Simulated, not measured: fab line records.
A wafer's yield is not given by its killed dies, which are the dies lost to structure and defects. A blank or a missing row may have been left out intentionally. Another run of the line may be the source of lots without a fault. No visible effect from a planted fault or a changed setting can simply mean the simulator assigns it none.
Matching of chambers -- flow sfq-line -- SFQ_TRILAYER_I5_BARC_OPEN_VIA_ETCH_200 on rie-diel-03 has 4 sister chambers
The step etches BARC in O2, target depth 125 nm, time 41.7 s. 4 wafers are shown with their chamber, then 7 later ones without.

## WAFERS, EACH WITH ITS CHAMBER
wafer,chamber,oes-product-au (a.u.)
L782.3,0,0.697
L792.5,1,0.685
L792.6,2,0.684
L795.5,3,0.701

## WAFERS MISSING THEIR CHAMBER
wafer,oes-product-au (a.u.)
L795.6,0.689
L800.4,0.681
L800.5,0.681
L800.6,0.687
L801.2,0.693
L801.5,0.679
L801.6,0.685

## THE CHAMBER EACH PASSED THROUGH
wafer,from the rows above,in truth
L795.6,can't be placed: 1 or 2 or 0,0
L800.4,can't be placed: 2 or 1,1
L800.5,can't be placed: 2 or 1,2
L800.6,can't be placed: 1 or 2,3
L801.2,can't be placed: 0 or 1 or 3 or 2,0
L801.5,can't be placed: 2 or 1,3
L801.6,can't be placed: 1 or 2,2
Placed correctly: 0 of 7. Unplaceable from these rows: 7, with the true chamber sitting among the candidates in 5. 0 placed wrongly.
How it was worked out, from the rows above alone: a wafer's distance from a chamber is the root of the sum, over the readings, of the square of ((its reading less the chamber's mean) divided by the reading's scatter). If the next closest chamber is less than 2 further off than the closest, the wafer can't be placed; otherwise it belongs to the closest. For every chamber, the mean is computed from those of its wafers that are shown. The scatter: root of mean squared gap, hidden wafer to nearest shown wafer, with one shown wafer a chamber.
